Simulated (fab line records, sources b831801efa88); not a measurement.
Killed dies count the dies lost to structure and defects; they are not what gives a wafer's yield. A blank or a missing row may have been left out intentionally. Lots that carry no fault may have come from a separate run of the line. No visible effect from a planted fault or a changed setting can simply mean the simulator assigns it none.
A lot that was struck, set against a sound lot ; flow gf180mcu ; 17 steps out of a route of 602
Sound: the wafers L674.2, L674.5, L674.6. Struck: wafers L666.4, L666.5. (L666.1 of the same lot was not struck and is left out.) The cause comes at the end.
Each step with rows lists, per side, the tool, then ch with its chambers, then its first start. Under that, the readings that differ: sound wafers ; struck wafers ; difference of the means ; sigmas: that difference in standard deviations of wafers without a fault.
alike: words and numbers the same on both sides, and readings whose means are apart by under 2 such deviations; not compared: readings that were withheld, readings missing a value for some wafer, numbers with overlapping values and no deviation given by the record, and bounds like >300 which may hide the same value.
The two part at a step that has a row with sigmas, a row that says differs or no value, or rows on one side only. Numbers that don't overlap but have no deviation are shown without sigmas and don't part them. A reading missing from all wafers of one side parts the sides only when that side holds two or more wafers.

first, 3 steps without rows for these wafers: GF_V1_EXPOSE_11 (exposes mask Via1, target cd 260 nm); GF_V1_PEB_12 (peb time 90 s); GF_V1_DEVELOP_13 (develop time 60 s).
GF_V1_CD_MEAS_14: target cd 260 nm.
  struck on cd sem-02, day 21 07:16; sound on cd sem-02, day 24 04:48
  alike: cd nm
GF_V1_OVL_MEAS_15:
  struck on overlay-02, day 21 07:23; sound on overlay-02, day 24 04:55
  alike: V1_OVL
GF_V1_ETCH_16: etches BARC in N2/H2.
  sound on rie diel-01 ch 1,2,3, day 24 04:56; struck on rie diel-01 ch 1,2, day 21 07:25
  alike: bias w, drypump motor current A, oes product au, throttle valve pct
then, 1 step without rows for these wafers: GF_V1_ETCH_17 (etches SiO2 in C4F8/O2/Ar, stops on TiN, target depth 630 nm).
GF_V1_STRIP_18: strips in O2/N2.
  sound on plasma asher-04 ch 0,1, day 24 05:04; struck on plasma asher-01 ch 1, day 21 07:32
  alike: drypump motor current A, heater power w, oes product au
  not compared: rf hours counter h
then, 2 steps without rows for these wafers: GF_V1_STRIP_19 (strips in post etch residue remover, time 1200 s); GF_V1_CLEAN_20 (cleans in DIW).
GF_V1_SPUTTER_21: material Ti, target thk 15 nm, time 80.02 s.
  struck on pvd sputter-03, day 21 08:05; sound on pvd sputter-02, day 24 05:36
  alike: substrate temp c, throttle valve pct
GF_V1_SPUTTER_22: material TiN, target thk 10 nm, time 40 s.
  struck on pvd sputter-03, day 21 08:08; sound on pvd sputter-02, day 24 05:40
  alike: throttle valve pct
GF_V1_CVD_23: deposits W, target thk 350 nm, time 105.05 s.
  sound on cvd w-02 ch 0,1, day 24 05:42; struck on cvd w-02 ch 1, day 21 08:11
reading;sound;struck;difference;sigmas
model.W_of_V1_CVD_23.thk nm (nm);342.4 349.7 342.8;617.6 616.4;+272.0;
  alike: heater power outer w, heater power w
GF_V1_RS_MEAS_24: the measuring method here is four-point-probe.
  struck on film metro-04, day 21 08:17; sound on film metro-04, day 24 05:53
reading;sound;struck;difference;sigmas
V1_W_RS (ohm/sq);0.335 0.328 0.335;0.185 0.185;-0.148;-42
GF_V1_THK_MEAS_25: measures by xrf.
  struck on film metro-04, day 21 08:25; sound on film metro-04, day 24 05:59
reading;sound;struck;difference;sigmas
V1_W_THK (nm);346 351 346;- -;no value on the struck wafers;
GF_V1_CMP_26: polishes, stops on SiO2, t overpolish 15 s, target thk 0 nm.
  sound on cmp-01 ch 0,3, day 24 06:02; struck on cmp-02 ch 2, day 21 08:31
reading;sound;struck;difference;sigmas
time to endpoint s (s);89 93 90;149 148;+58;+15
  alike: motor current A
GF_M2_SPUTTER_00: material Ti, target thk 37.5 nm, time 150 s.
  struck on pvd sputter-01, day 21 08:46; sound on pvd sputter-01, day 24 06:20
  alike: substrate temp c, throttle valve pct

== WHERE THEY PART ==
Last at GF_V1_CMP_26 as far as this record goes, first at GF_V1_RS_MEAS_24. Later steps at which nothing parts them and some readings are alike: GF_M2_SPUTTER_00.

WHY: what had been put in by the simulator
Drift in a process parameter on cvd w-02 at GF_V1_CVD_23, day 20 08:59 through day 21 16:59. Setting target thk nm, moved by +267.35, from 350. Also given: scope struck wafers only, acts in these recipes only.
